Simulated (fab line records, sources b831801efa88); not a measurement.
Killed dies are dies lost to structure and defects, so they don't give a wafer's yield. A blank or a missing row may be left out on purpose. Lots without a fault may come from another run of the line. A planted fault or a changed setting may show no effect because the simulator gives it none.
Which tool did it? | flow sky130 | 6 lots, 18 wafers sampled, at 1 step of a route of 708

WHAT THE GAUGES READ, wafer by wafer
SKY_LOCAL_INTERCONNECT_CD_MEAS_11: target cd 170 nm.
lot  | measured     | on        | cd_nm (nm)
L565 | day 31 14:09 | cd_sem-01 | 171.1 169.7 170.3
L569 | day 32 10:16 | cd_sem-01 | 169.5 167.9 165.9
L572 | day 33 14:37 | cd_sem-01 | 169.5 168.8 169.2
L576 | day 34 23:02 | cd_sem-01 | 171.2 170.2 172.2
L578 | day 35 18:55 | cd_sem-01 | 171.7 169.8 171.6
L581 | day 36 06:58 | cd_sem-01 | 174.1 172.3 173.7

WHICH TOOL RAN EACH LOT (tool, then ch and the chambers of the sampled wafers, then the start)
The record holds no process step before these readings.

THE ANSWER, worked out from the rows above alone
Rule: what is usual is taken from the lots themselves. Put in order of their means at a reading, lots are off if they are a third of the lots or fewer, leave a main group of 4 or more, and stand apart from it by a gap of 3 or more times the standard deviation of the main group's means; of several such gaps the widest counts. A main group whose means are all the same, to the digits that the tables above print for the reading, isn't used. A lot without any number at a reading at which 4 lots or more have one is off too. The other lots that the step has rows for count as sound.
No lot is off at any reading shown: from this, nothing can be told.

WHAT THE SIMULATOR HAD PUT IN
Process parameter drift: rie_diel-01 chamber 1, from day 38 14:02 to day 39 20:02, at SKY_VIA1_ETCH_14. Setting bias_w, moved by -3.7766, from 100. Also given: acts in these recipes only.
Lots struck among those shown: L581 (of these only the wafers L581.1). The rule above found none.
